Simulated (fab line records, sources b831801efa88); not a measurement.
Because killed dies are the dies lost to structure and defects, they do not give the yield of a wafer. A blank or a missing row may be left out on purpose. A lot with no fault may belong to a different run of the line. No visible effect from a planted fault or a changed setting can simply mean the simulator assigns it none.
fab line records | flow gf180mcu
record: lots: 5 wafers: 23
route steps=602 shown NSD@241 PSD@254 SAB@268 CONTACT@287 M1@332 V1@339
start_h: start of the lot's first displayed wafer, in hours after the record's first day | wait_h: hours elapsed since this lot's preceding step | " the same as in the row above | L1.1+2: a row that stands for several wafers | - no value present, or no start provided | * or withheld: withheld | < > ~ a bound
route shown NAME@n: a module of which the file shows steps, and the number in the route of the first | usual: the fault-free wafers' mean and standard deviation | same: alike in all rows | chamber/n: place in a boat | sites: each site's reading | _std_site: standard deviation of those values | _edge_site: the outer-site mean with the inner-site mean subtracted | radius_mm: how far each site lies from the wafer's centre | mask NAME#n: copy n | behind: the tool/chamber that last shaped the wafer | hold: cause of the lot's hold/its duration in hours/its outcome | device: the transistor (n, p or np) that didn't switch | end of line: at the end of the route, the tests of the same wafers | step lacking rows: just its recipe | killed: dies lost to structure and defects at the first sort, not the wafer's yield | map: the dies of a wafer, with x for killed, . for not killed, _ for no die there
set.NAME: setting as actually run; set.NAME@STEP: the setting as run at that earlier step | model.NAME: the simulator's own value behind a step, which no gauge read
lots where settings were altered on purpose, with a table for each step and a row for each wafer
== steps ==
step: GF_NSD_DEVELOP_06
recipe: develop_time_s: 60 dev_temp_c: 23
columns lot.wafer tool chamber start_h wait_h set.develop_time_s
L074.1+2+3 litho_track-03 0 290.51 0.1 57.29
L074.4+6 " 0 " " 60
L076.1+2+4+5+6 litho_track-03 0 313.61 0.1 60
L077.1+5+6 litho_track-02 0 315.33 0.1 60
L078.1+2+5 litho_track-02 0 324.88 0.1 60
L078.4+6 " 0 " " 56.93
L080.2+3 litho_track-02 0 344.00 0.1 60
L080.4+5+6 " 0 " " 63.88
step: GF_NSD_CD_MEAS_07
recipe: target_cd_nm: 400
usual: cd_nm: 399.8/2.6
columns lot.wafer tool chamber start_h wait_h set.develop_time_s@NSD_DEVELOP_06 cd_nm
L074.1 cd_sem-02 - 290.66 0.1 57.29 393.0
L074.2 " - " " 57.29 392.2
L074.3 " - " " 57.29 391.6
L074.4 " - " " 60 398.5
L074.6 " - " " 60 396.4
L076.1 cd_sem-01 - 313.76 0.1 60 400.8
L076.2 " - " " 60 402.8
L076.4 " - " " 60 401.5
L076.5 " - " " 60 402.5
L076.6 " - " " 60 399.2
L077.1 cd_sem-02 - 315.48 0.1 60 398.3
L077.5 " - " " 60 398.5
L077.6 " - " " 60 397.0
L078.1 cd_sem-02 - 325.03 0.1 60 402.7
L078.2 " - " " 60 404.3
L078.4 " - " " 56.93 397.3
L078.5 " - " " 60 404.3
L078.6 " - " " 56.93 396.6
L080.2 cd_sem-02 - 344.15 0.1 60 397.1
L080.3 " - " " 60 397.0
L080.4 " - " " 63.88 404.4
L080.5 " - " " 63.88 404.9
L080.6 " - " " 63.88 404.6
step: GF_PSD_DEVELOP_06
recipe: develop_time_s: 60 dev_temp_c: 23
columns lot.wafer tool chamber start_h wait_h set.develop_time_s
L074.1+2+3+4+6 litho_track-02 0 309.78 0.1 60
L076.1+4+6 litho_track-01 0 334.83 0.1 60
L076.2+5 " 0 " " 65.58
L077.1+5+6 litho_track-01 0 336.43 0.1 60
L078.1+5+6 litho_track-04 0 345.77 0.1 65.18
L078.2+4 " 0 " " 60
L080.2+4+5 litho_track-02 0 365.65 0.1 60
L080.3+6 " 0 " " 55.26
step: GF_PSD_CD_MEAS_07
recipe: target_cd_nm: 400
usual: cd_nm: 399.9/2.2
columns lot.wafer tool chamber start_h wait_h set.develop_time_s@PSD_DEVELOP_06 cd_nm
L074.1 cd_sem-01 - 309.93 0.1 60 399.1
L074.2 " - " " 60 400.4
L074.3 " - " " 60 399.8
L074.4 " - " " 60 397.9
L074.6 " - " " 60 397.9
L076.1 cd_sem-02 - 334.98 0.1 60 403.2
L076.2 " - " " 65.58 412.6
L076.4 " - " " 60 404.1
L076.5 " - " " 65.58 410.9
L076.6 " - " " 60 403.5
L077.1 cd_sem-01 - 336.58 0.1 60 403.4
L077.5 " - " " 60 404.2
L077.6 " - " " 60 398.8
L078.1 cd_sem-01 - 345.92 0.1 65.18 408.9
L078.2 " - " " 60 402.6
L078.4 " - " " 60 400.3
L078.5 " - " " 65.18 408.8
L078.6 " - " " 65.18 407.5
L080.2 cd_sem-02 - 365.80 0.1 60 399.5
L080.3 " - " " 55.26 392.3
L080.4 " - " " 60 398.8
L080.5 " - " " 60 400.7
L080.6 " - " " 55.26 391.9
step: GF_SAB_COAT_04
recipe: resist: NOVOLAK spin_rpm: 3000 resist_thk_nm: 1000
columns lot.wafer tool chamber start_h wait_h set.spin_rpm model.NOVOLAK_of_SAB_COAT_04.thk_nm
L074.1 litho_track-04 0 321.12 0.1 3222 971.8
L074.2 " 0 " " 3000 1005
L074.3 " 0 " " 3222 970.5
L074.4 " 0 " " 3000 1004
L074.6 " 0 " " 3222 971
L076.1 litho_track-03 0 345.51 0.1 3086 986.9
L076.2 " 0 " " 3086 986
L076.4 " 0 " " 3000 1000
L076.5 " 0 " " 3086 988
L076.6 " 0 " " 3000 1002
L077.1 litho_track-04 0 346.97 0.1 3000 997.7
L077.5 " 0 " " 3000 996.4
L077.6 " 0 " " 3000 999.2
L078.1 litho_track-03 0 357.76 0.1 2939 1008
L078.2 " 0 " " 2939 1011
L078.4 " 0 " " 3000 998.4
L078.5 " 0 " " 3000 999.4
L078.6 " 0 " " 3000 1000
L080.2 litho_track-03 0 377.04 0.1 3000 1004
L080.3 " 0 " " 2927 1015
L080.4 " 0 " " 2927 1011
L080.5 " 0 " " 3000 1002
L080.6 " 0 " " 2927 1013
step: GF_SAB_SOFTBAKE_05
recipe: temp_c: 90 time_s: 60 resist: NOVOLAK
step: GF_SAB_EXPOSE_06
recipe: mask_id: SAB target_cd_nm: 420 na: 0.6 source_shape: conventional sigma_outer: 0.6 dose_mj: 140
step: GF_SAB_ETCH_11
recipe: chemistry: C4F8/O2/Ar mask_material: NOVOLAK target: SiO2 target_depth_nm: 55 source_w: 1500 bias_w: 1200 pressure_mtorr: 40 c4f8_flow_sccm: withheld O2_flow_sccm: 6 Ar_flow_sccm: 300 time_s: 8.5
step: GF_SAB_WET_ETCH_12
recipe: chemistry: dHF target_depth_nm: 22 dry: n2_spin target: SiO2 temp_c: 25 dilution: 100:1 time_s: 440
step: GF_SAB_STRIP_13
recipe: chemistry: O2/N2 power_w: 1400 pressure_mtorr: 1500 platen_temp_c: 250 o2_flow_sccm: 3000 n2_flow_sccm: 300 overash_fraction: 0.5
usual: strip_time_to_endpoint_s: 12.61/0.046
columns lot.wafer tool chamber start_h wait_h set.spin_rpm@SAB_COAT_04 strip_time_to_endpoint_s
L074.1 plasma_asher-03 1 331.63 0.0 3222 12.28
L074.2 " 0 " " 3000 12.66
L074.3 " 1 " " 3222 12.27
L074.4 " 0 " " 3000 12.66
L074.6 " 0 " " 3222 12.26
L076.1 plasma_asher-03 1 357.33 0.0 3086 12.46
L076.2 " 0 " " 3086 12.43
L076.4 " 1 " " 3000 12.62
L076.5 " 1 " " 3086 12.45
L076.6 " 0 " " 3000 12.63
L077.1 plasma_asher-03 0 358.57 0.0 3000 12.60
L077.5 " 1 " " 3000 12.57
L077.6 " 0 " " 3000 12.60
L078.1 plasma_asher-03 0 367.93 0.0 2939 12.70
L078.2 " 1 " " 2939 12.74
L078.4 " 0 " " 3000 12.59
L078.5 " 0 " " 3000 12.60
L078.6 " 1 " " 3000 12.61
L080.2 plasma_asher-03 0 388.67 0.0 3000 12.67
L080.3 " 1 " " 2927 12.78
L080.4 " 0 " " 2927 12.74
L080.5 " 1 " " 3000 12.62
L080.6 " 0 " " 2927 12.78
step: GF_CONTACT_CVD_00
recipe: material: SiO2 target_thk_nm: 300 sigma_open_frac: 0.3 temp_c: 400 time_s: 50 sih4_flow_sccm: 60 pressure_mtorr: 6
columns lot.wafer tool chamber start_h wait_h set.sih4_flow_sccm model.SiO2_of_CONTACT_CVD_00.thk_nm
L074.1 hdpcvd-02 1 332.34 0.1 62.77 318.7
L074.2 " 2 " " 62.77 316.4
L074.3 " 0 " " 60 301.7
L074.4 " 0 " " 60 302.3
L074.6 " 1 " " 62.77 319.6
L076.1 hdpcvd-02 2 358.05 0.1 51.42 258.5
L076.2 " 0 " " 60 300
L076.4 " 2 " " 51.42 259
L076.5 " 1 " " 51.42 259.7
L076.6 " 0 " " 60 301
L077.1 hdpcvd-01 1 359.29 0.1 60 296.5
L077.5 " 1 " " 60 295.2
L077.6 " 2 " " 60 299.3
L078.1 hdpcvd-01 0 368.65 0.1 60 294.9
L078.2 " 2 " " 64.39 317.8
L078.4 " 1 " " 64.39 317.4
L078.5 " 2 " " 60 295.3
L078.6 " 0 " " 64.39 319.5
L080.2 hdpcvd-01 2 389.42 0.1 60 299.1
L080.3 " 0 " " 60 298.6
L080.4 " 2 " " 60 296.7
L080.5 " 1 " " 60 297.2
L080.6 " 0 " " 60 295.5
step: GF_CONTACT_THK_MEAS_01
recipe: reads: SiO2_of_CONTACT_CVD_00
usual: CONTACT_CVD_00_THK: 299/3.5
columns lot.wafer tool chamber start_h wait_h set.sih4_flow_sccm@CONTACT_CVD_00 CONTACT_CVD_00_THK[nm]
L074.1 film_metro-03 - 332.38 0.0 62.77 319
L074.2 " - " " 62.77 316
L074.3 " - " " 60 302
L074.4 " - " " 60 302
L074.6 " - " " 62.77 320
L076.1 film_metro-02 - 358.10 0.0 51.42 258
L076.2 " - " " 60 300
L076.4 " - " " 51.42 259
L076.5 " - " " 51.42 260
L076.6 " - " " 60 301
L077.1 film_metro-01 - 359.34 0.0 60 296
L077.5 " - " " 60 295
L077.6 " - " " 60 299
L078.1 film_metro-02 - 368.69 0.0 60 295
L078.2 " - " " 64.39 318
L078.4 " - " " 64.39 317
L078.5 " - " " 60 295
L078.6 " - " " 64.39 320
L080.2 film_metro-02 - 389.48 0.0 60 299
L080.3 " - " " 60 299
L080.4 " - " " 60 297
L080.5 " - " " 60 297
L080.6 " - " " 60 295
step: GF_CONTACT_CMP_04
recipe: material: SiO2 down_force_psi: 4 platen_rpm: 60 pad_velocity_m_s: 0.94248
columns lot.wafer tool chamber start_h wait_h set.leave_above_ref_nm model.SiO2_of_CONTACT_CVD_02.thk_nm
L074.3 cmp-02 0 332.57 0.0 560 558.4
L074.2 " 1 " " 526.5 526.1
L074.1 " 2 " " 560 560.2
L074.4 " 3 " " 560 557.8
L074.6 " 0 " " 526.5 524.2
L076.4 cmp-01 0 358.34 0.1 560 559.8
L076.1 " 1 " " 541.5 540.4
L076.2 " 2 " " 541.5 540.2
L076.6 " 3 " " 541.5 539.6
L076.5 " 0 " " 560 559.4
L077.1 cmp-02 0 359.58 0.1 560 559.8
L077.6 " 3 " " 560 560.6
L077.5 " 0 " " 560 559.9
L078.2 cmp-01 1 368.88 0.0 594.3 592.7
L078.1 " 2 " " 594.3 593
L078.4 " 3 " " 560 559.7
L078.5 " 1 " " 594.3 593.7
L078.6 " 2 " " 560 558.2
L080.3 cmp-02 3 389.66 0.0 535.9 535.9
L080.4 " 0 " " 535.9 535.7
L080.2 " 1 " " 560 558.6
L080.6 " 3 " " 560 558.8
L080.5 " 0 " " 560 558.5
step: GF_CONTACT_ETCH_16
recipe: chemistry: N2/H2 target_depth_a: withheld overetch_a: withheld time_s: withheld target: BARC ion_energy_ev: 200 source_w: 500 bias_w: 100 pressure_mtorr: 30 n2_flow_sccm: 100 h2_flow_sccm: 200
columns lot.wafer tool chamber start_h wait_h set.bias_w
L074.1+4+6 rie_diel-01 2,3,0 354.87 0.0 90.21
L074.2+3 " 0,3 " " 100
L076.1+2+4+5+6 rie_diel-03 2,1,0,0,1 379.57 0.0 100
L077.1+5+6 rie_diel-03 3,2,1 381.02 0.0 100
L078.1+4 rie_diel-04 1,0 390.77 0.0 96.65
L078.2+5+6 " 2,2,1 " " 100
L080.2+3 rie_diel-01 1,2 411.62 0.0 104.9
L080.4+5+6 " 3,0,1 " " 100
step: GF_CONTACT_ETCH_17
recipe: chemistry: C4F8/O2/Ar mask_material: KrF target: SiO2 stop_on: CoSi2 source_w: 1500 bias_w: 1200 pressure_mtorr: 40 c4f8_flow_sccm: withheld O2_flow_sccm: 6 Ar_flow_sccm: 300 time_s: withheld target_depth_a: 8600
columns lot.wafer tool chamber start_h wait_h set.sih4_flow_sccm@CONTACT_CVD_00 set.leave_above_ref_nm@CONTACT_CMP_04 model.CONTACT.feature_depth_nm
L074.1 rie_diel-01 2 - - 62.77 560 878.9
L074.2 " 0 " " 62.77 526.5 842.6
L074.3 " 3 " " 60 560 860.2
L074.4 " 3 " " 60 560 860.1
L074.6 " 0 " " 62.77 526.5 843.8
L076.1 rie_diel-03 2 - - 51.42 541.5 798.9
L076.2 " 1 " " 60 541.5 840.3
L076.4 " 0 " " 51.42 560 818.8
L076.5 " 0 " " 51.42 560 819.1
L076.6 " 1 " " 60 541.5 840.6
L077.1 rie_diel-03 3 - - 60 560 856.3
L077.5 " 2 " " 60 560 855.1
L077.6 " 1 " " 60 560 859.9
L078.1 rie_diel-04 1 - - 60 594.3 887.9
L078.2 " 2 " " 64.39 594.3 910.5
L078.4 " 0 " " 64.39 560 877.1
L078.5 " 2 " " 60 594.3 889
L078.6 " 1 " " 64.39 560 877.7
L080.2 rie_diel-01 1 - - 60 560 857.7
L080.3 " 2 " " 60 535.9 834.5
L080.4 " 3 " " 60 535.9 832.4
L080.5 " 0 " " 60 560 855.7
L080.6 " 1 " " 60 560 854.4
step: GF_CONTACT_CVD_24
recipe: material: W target_thk_nm: 300 time_s: 90.339 temp_c: 400 pressure_torr: 40
columns lot.wafer tool chamber start_h wait_h set.temp_c model.W_of_CONTACT_CVD_24.thk_nm
L074.1 cvd_w-01 0 355.43 0.0 400 298.1
L074.2 " 1 " " 400 303.8
L074.3 " 1 " " 403.3 317.5
L074.4 " 0 " " 403.3 314.9
L074.6 " 1 " " 403.3 321.6
L076.1 cvd_w-02 0 380.13 0.0 411.1 368.9
L076.2 " 1 " " 411.1 379.9
L076.4 " 1 " " 400 308
L076.5 " 1 " " 400 312.2
L076.6 " 0 " " 400 304.8
L077.1 cvd_w-02 0 381.58 0.0 400 300.6
L077.5 " 1 " " 400 307.6
L077.6 " 0 " " 400 300.2
L078.1 cvd_w-02 0 391.33 0.0 400 299.3
L078.2 " 1 " " 400 311.6
L078.4 " 1 " " 390.1 257.3
L078.5 " 0 " " 390.1 255.2
L078.6 " 1 " " 400 311
L080.2 cvd_w-02 0 412.18 0.0 400 301.2
L080.3 " 0 " " 400 294.8
L080.4 " 1 " " 400 306.1
L080.5 " 1 " " 400 310.8
L080.6 " 0 " " 400 300.2
step: GF_CONTACT_RS_MEAS_25
recipe: thk_meas_gauge: four-point-probe reads: W_of_CONTACT_CVD_24+TiN_of_CONTACT_SPUTTER_23+Ti_of_CONTACT_SPUTTER_22
usual: CONTACT_W_RS: 0.379/0.0055
columns lot.wafer tool chamber start_h wait_h set.temp_c@CONTACT_CVD_24 CONTACT_W_RS[ohm/sq]
L074.1 film_metro-03 - 355.53 0.1 400 0.384
L074.2 " - " " 400 0.378
L074.3 " - " " 403.3 0.361
L074.4 " - " " 403.3 0.364
L074.6 " - " " 403.3 0.357
L076.1 film_metro-03 - 380.23 0.1 411.1 0.310
L076.2 " - " " 411.1 0.301
L076.4 " - " " 400 0.372
L076.5 " - " " 400 0.367
L076.6 " - " " 400 0.376
L077.1 film_metro-02 - 381.68 0.1 400 0.382
L077.5 " - " " 400 0.373
L077.6 " - " " 400 0.382
L078.1 film_metro-01 - 391.43 0.1 400 0.384
L078.2 " - " " 400 0.368
L078.4 " - " " 390.1 0.447
L078.5 " - " " 390.1 0.450
L078.6 " - " " 400 0.369
L080.2 film_metro-03 - 412.30 0.1 400 0.381
L080.3 " - " " 400 0.389
L080.4 " - " " 400 0.376
L080.5 " - " " 400 0.369
L080.6 " - " " 400 0.382
step: GF_CONTACT_THK_MEAS_26
recipe: thk_meas_gauge: xrf reads: W_of_CONTACT_CVD_24
usual: CONTACT_W_THK: 298/4.4
columns lot.wafer tool chamber start_h wait_h set.temp_c@CONTACT_CVD_24 CONTACT_W_THK[nm]
L074.1 film_metro-03 - 355.65 0.1 400 295
L074.2 " - " " 400 298
L074.3 " - " " 403.3 312
L074.4 " - " " 403.3 311
L074.6 " - " " 403.3 318
L076.1 film_metro-03 - 380.35 0.1 411.1 366
L076.2 " - " " 411.1 377
L076.4 " - " " 400 305
L076.5 " - " " 400 310
L076.6 " - " " 400 302
L077.1 film_metro-02 - 381.80 0.1 400 297
L077.5 " - " " 400 302
L077.6 " - " " 400 296
L078.1 film_metro-01 - 391.55 0.1 400 291
L078.2 " - " " 400 303
L078.4 " - " " 390.1 251
L078.5 " - " " 390.1 250
L078.6 " - " " 400 303
L080.2 film_metro-03 - 412.41 0.1 400 298
L080.3 " - " " 400 292
L080.4 " - " " 400 303
L080.5 " - " " 400 306
L080.6 " - " " 400 296
step: GF_M1_STRIP_17
recipe: chemistry: O2/N2 power_w: 1400 pressure_mtorr: 1500 platen_temp_c: 250 o2_flow_sccm: 3000 n2_flow_sccm: 300 overash_fraction: 0.5
usual: strip_time_to_endpoint_s: 7.87/0.046
columns lot.wafer tool chamber start_h wait_h set.pressure_mtorr strip_time_to_endpoint_s
L074.1 plasma_asher-04 1 377.69 0.1 1500 7.84
L074.2 " 0 " " 1500 7.82
L074.3 " 0 " " 1500 7.77
L074.4 " 1 " " 1500 7.87
L074.6 " 1 " " 1500 7.80
L076.1 plasma_asher-02 1 402.93 0.1 1566 7.82
L076.2 " 0 " " 1566 7.90
L076.4 " 1 " " 1566 7.83
L076.5 " 1 " " 1566 7.82
L076.6 " 0 " " 1566 7.87
L077.1 plasma_asher-04 0 404.79 0.1 1500 7.81
L077.5 " 0 " " 1500 7.82
L077.6 " 1 " " 1500 7.77
L078.1 plasma_asher-04 0 415.59 0.1 1591 7.76
L078.2 " 1 " " 1591 7.78
L078.4 " 1 " " 1591 7.78
L078.5 " 0 " " 1591 7.72
L078.6 " 1 " " 1591 7.79
L080.2 plasma_asher-04 0 437.14 0.1 1300 8.26
L080.3 " 1 " " 1300 8.21
L080.4 " 0 " " 1300 8.21
L080.5 " 0 " " 1300 8.27
L080.6 " 1 " " 1300 8.21
step: GF_V1_CMP_04
recipe: material: SiO2 down_force_psi: 4 platen_rpm: 60 pad_velocity_m_s: 0.94248
usual: time_to_endpoint_s: 82/5.4
columns lot.wafer tool chamber start_h wait_h set.leave_above_ref_nm time_to_endpoint_s model.SiO2_of_V1_CVD_02.thk_nm
L074.3 cmp-01 1 378.49 0.0 632.5 72 632.7
L074.1 " 2 " " 668.3 61 668.1
L074.2 " 3 " " 668.3 65 669.9
L074.4 " 0 " " 668.3 70 668.4
L074.6 " 1 " " 632.5 82 632.5
L076.1 cmp-01 3 403.77 0.1 632.5 77 632
L076.4 " 0 " " 632.5 85 632.3
L076.2 " 1 " " 632.5 78 632.3
L076.5 " 2 " " 632.5 81 632.1
L076.6 " 3 " " 632.5 79 632.7
L077.1 cmp-01 2 406.03 0.4 632.5 81 634.1
L077.5 " 0 " " 632.5 84 633
L077.6 " 1 " " 632.5 84 632.8
L078.2 cmp-02 3 416.39 0.0 632.5 74 631.4
L078.4 " 0 " " 632.5 80 632.5
L078.1 " 1 " " 598.5 88 598.6
L078.6 " 3 " " 598.5 89 598.2
L078.5 " 0 " " 598.5 96 598.1
L080.4 cmp-01 1 437.94 0.0 666.4 68 667.9
L080.3 " 3 " " 632.5 79 632.9
L080.2 " 0 " " 666.4 67 667.5
L080.6 " 1 " " 666.4 65 667.6
L080.5 " 2 " " 632.5 79 634.1
step: GF_V1_SOFTBAKE_10
recipe: temp_c: 130 time_s: 60 resist: KrF
columns lot.wafer tool chamber start_h wait_h set.temp_c
L074.1+3 litho_track-02 0 - - 126.2
L074.2+4+6 " 0 " " 130
L076.1+2+4 litho_track-02 0 - - 132.1
L076.5+6 " 0 " " 130
L077.1+5+6 litho_track-01 0 - - 130
L078.1+4+6 litho_track-04 0 - - 131.5
L078.2+5 " 0 " " 130
L080.2+4 litho_track-01 0 - - 130
L080.3+5+6 " 0 " " 127.3
step: GF_V1_EXPOSE_11
recipe: mask_id: Via1 target_cd_nm: 260 na: 0.68 source_shape: conventional sigma_outer: 0.6 dose_mj: 38
step: GF_V1_PEB_12
recipe: peb_temp_c: 135 peb_time_s: 90 resist: KrF
step: GF_V1_ETCH_16
recipe: chemistry: N2/H2 target_depth_a: withheld overetch_a: withheld time_s: withheld target: BARC ion_energy_ev: 200 source_w: 500 bias_w: 100 pressure_mtorr: 30 n2_flow_sccm: 100 h2_flow_sccm: 200
step: GF_V1_ETCH_17
recipe: chemistry: C4F8/O2/Ar mask_material: KrF target: SiO2 stop_on: TiN source_w: 1500 bias_w: 1200 pressure_mtorr: 40 c4f8_flow_sccm: withheld O2_flow_sccm: 6 Ar_flow_sccm: 300 time_s: withheld target_depth_a: 6300
usual: oes_product_au: 0.856/0.0046
columns lot.wafer tool chamber start_h wait_h set.leave_above_ref_nm@V1_CMP_04 oes_product_au
L074.1 rie_diel-01 3 - - 668.3 0.877
L074.2 " 2 " " 668.3 0.881
L074.3 " 1 " " 632.5 0.854
L074.4 " 0 " " 668.3 0.887
L074.6 " 2 " " 632.5 0.849
L076.1 rie_diel-01 3 - - 632.5 0.862
L076.2 " 2 " " 632.5 0.856
L076.4 " 3 " " 632.5 0.853
L076.5 " 0 " " 632.5 0.851
L076.6 " 2 " " 632.5 0.853
L077.1 rie_diel-02 2 - - 632.5 0.856
L077.5 " 3 " " 632.5 0.851
L077.6 " 0 " " 632.5 0.854
L078.1 rie_diel-01 2 - - 598.5 0.827
L078.2 " 3 " " 632.5 0.855
L078.4 " 3 " " 632.5 0.856
L078.5 " 2 " " 598.5 0.824
L078.6 " 0 " " 598.5 0.826
L080.2 rie_diel-04 0 - - 666.4 0.889
L080.3 " 3 " " 632.5 0.859
L080.4 " 3 " " 666.4 0.879
L080.5 " 0 " " 632.5 0.868
L080.6 " 2 " " 666.4 0.886
== key ==
split: step: GF_NSD_DEVELOP_06 setting: develop_time_s stated: 60 by: wafer
response: step: GF_NSD_CD_MEAS_07 reading: cd_nm change: +1.21 per: 1% r: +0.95
split: step: GF_PSD_DEVELOP_06 setting: develop_time_s stated: 60 by: wafer
response: step: GF_PSD_CD_MEAS_07 reading: cd_nm change: +0.875 per: 1% r: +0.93
split: step: GF_SAB_COAT_04 setting: spin_rpm stated: 3000 by: wafer
response: step: GF_SAB_COAT_04 reading: model.NOVOLAK_of_SAB_COAT_04.thk_nm change: -4.52 per: 1% r: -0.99
response: step: GF_SAB_STRIP_13 reading: strip_time_to_endpoint_s change: * per: 1% r: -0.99
split: step: GF_CONTACT_CVD_00 setting: sih4_flow_sccm stated: 60 by: wafer
response: step: GF_CONTACT_CVD_00 reading: model.SiO2_of_CONTACT_CVD_00.thk_nm change: +2.99 per: 1% r: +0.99
response: step: GF_CONTACT_THK_MEAS_01 reading: CONTACT_CVD_00_THK change: +2.99 per: 1% r: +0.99
response: step: GF_CONTACT_ETCH_17 reading: model.CONTACT.feature_depth_nm slope: +2.9 per: 1% together_with: leave_above_ref_nm@CONTACT_CMP_04 explained: 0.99
split: step: GF_CONTACT_CMP_04 setting: leave_above_ref_nm stated: 560 by: wafer
response: step: GF_CONTACT_CMP_04 reading: model.SiO2_of_CONTACT_CVD_02.thk_nm change: +5.58 per: 1% r: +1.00
response: step: GF_CONTACT_ETCH_17 reading: model.CONTACT.feature_depth_nm slope: +5.4 per: 1% together_with: sih4_flow_sccm@CONTACT_CVD_00 explained: 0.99
split: step: GF_CONTACT_ETCH_16 setting: bias_w stated: 100 by: wafer
response none clear
split: step: GF_CONTACT_CVD_24 setting: temp_c stated: 400 by: wafer
response: step: GF_CONTACT_CVD_24 reading: model.W_of_CONTACT_CVD_24.thk_nm change: +22.3 per: 1% r: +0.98
response: step: GF_CONTACT_RS_MEAS_25 reading: CONTACT_W_RS change: -0.0266 per: 1% r: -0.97
response: step: GF_CONTACT_THK_MEAS_26 reading: CONTACT_W_THK change: +21.9 per: 1% r: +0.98
split: step: GF_M1_STRIP_17 setting: pressure_mtorr stated: 1500 by: lot
response: step: GF_M1_STRIP_17 reading: strip_time_to_endpoint_s change: * per: 1% r: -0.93
split: step: GF_V1_CMP_04 setting: leave_above_ref_nm stated: 632.5 by: wafer
response: step: GF_V1_CMP_04 reading: time_to_endpoint_s change: * per: 1% r: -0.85
response: step: GF_V1_CMP_04 reading: model.SiO2_of_V1_CVD_02.thk_nm change: +6.35 per: 1% r: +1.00
response: step: GF_V1_ETCH_17 reading: oes_product_au change: +0.00495 per: 1% r: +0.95
split: step: GF_V1_SOFTBAKE_10 setting: temp_c stated: 130 by: wafer
response none clear
